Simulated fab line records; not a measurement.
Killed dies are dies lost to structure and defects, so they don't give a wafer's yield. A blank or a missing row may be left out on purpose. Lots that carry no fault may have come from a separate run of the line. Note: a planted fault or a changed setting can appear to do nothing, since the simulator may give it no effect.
Matching of chambers | flow gf180mcu | GF_V5_CMP_04 on cmp-01: 4 sister chambers
The step polishes SiO2. 4 wafers are shown with their chamber, then 7 later ones without.

## EACH WAFER AND ITS CHAMBER
wafer  | chamber | motor-current-A (A)
L967.1 | 1       | 11.0
L970.2 | 0       | 12.7
L979.1 | 2       | 12.9
L979.5 | 3       | 12.0

## WAFERS WITH NO CHAMBER GIVEN
wafer  | motor-current-A (A)
L979.6 | 12.6
L982.1 | 10.5
L982.2 | 12.5
L982.3 | 12.0
L983.2 | 11.5
L983.3 | 10.7
L983.6 | 12.9

## WHICH CHAMBER EACH ONE RAN IN
wafer  | from the rows above          | in truth
L979.6 | can't be placed: 0 or 2 or 3 | 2
L982.1 | 1                            | 1
L982.2 | can't be placed: 0 or 2 or 3 | 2
L982.3 | 3                            | 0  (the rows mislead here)
L983.2 | can't be placed: 1 or 3      | 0
L983.3 | 1                            | 1
L983.6 | can't be placed: 2 or 0      | 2
Correct placement for 2 of the 7. From these rows, 4 cannot be placed; in 3 the true chamber is one of the candidates. Placed wrongly: 1.
How it was worked out, from the rows above alone: a wafer's distance from a chamber is the root of the sum, over the readings, of the square of ((its reading less the chamber's mean) divided by the reading's scatter). If the next closest chamber is less than 2 further off than the closest, the wafer can't be placed; otherwise it belongs to the closest. A chamber's mean is the mean of its shown wafers. The scatter: root of mean squared gap, hidden wafer to nearest shown wafer, with one shown wafer a chamber.
